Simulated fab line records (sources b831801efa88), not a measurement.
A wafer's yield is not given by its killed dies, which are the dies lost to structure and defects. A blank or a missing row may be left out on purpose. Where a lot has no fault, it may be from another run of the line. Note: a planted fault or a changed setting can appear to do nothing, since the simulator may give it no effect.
Chamber matching ; flow gf180mcu ; GF_CONTACT_ETCH_16 on rie diel-01 has 4 sister chambers
The step etches BARC in N2/H2. 8 wafers are shown with their chamber, then 7 later ones without.

EACH WAFER AND ITS CHAMBER
wafer;chamber;throttle valve pct (%);oes product au (a.u.)
L878.2;3;13.245;0.856
L878.5;3;13.234;0.852
L879.2;0;13.238;0.850
L882.1;1;13.217;0.855
L882.5;2;13.239;0.858
L882.6;1;13.230;0.855
L884.3;0;13.235;0.848
L884.4;2;13.217;0.858

WAFERS WITH NO CHAMBER GIVEN
wafer;throttle valve pct (%);oes product au (a.u.)
L884.5;13.230;0.852
L887.1;13.229;0.857
L887.4;13.225;0.847
L887.6;13.224;0.852
L888.1;13.217;0.858
L888.3;13.239;0.845
L888.6;13.229;0.854

EACH ONE'S CHAMBER
wafer;from the rows above;in truth
L884.5;can't be placed: 3 or 0 or 1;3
L887.1;can't be placed: 2 or 1 or 3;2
L887.4;0;0
L887.6;can't be placed: 1 or 3 or 0 or 2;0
L888.1;can't be placed: 2 or 1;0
L888.3;0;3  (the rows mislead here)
L888.6;can't be placed: 1 or 3 or 2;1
Placed correctly: 1 of 7. Unplaceable from these rows: 5, with the true chamber sitting among the candidates in 4. 1 placed wrongly.
How it was worked out, from the rows above alone: a wafer's distance from a chamber is the root of the sum, over the readings, of the square of ((its reading less the chamber's mean) divided by the reading's scatter). If the next closest chamber is less than 2 further off than the closest, the wafer can't be placed; otherwise it belongs to the closest. Each chamber's mean is taken over the wafers shown for it. How the scatter is found: for the shown wafers, subtract from each reading the mean of its chamber, square and add these, divide the total by (wafers less chambers), then take the root.
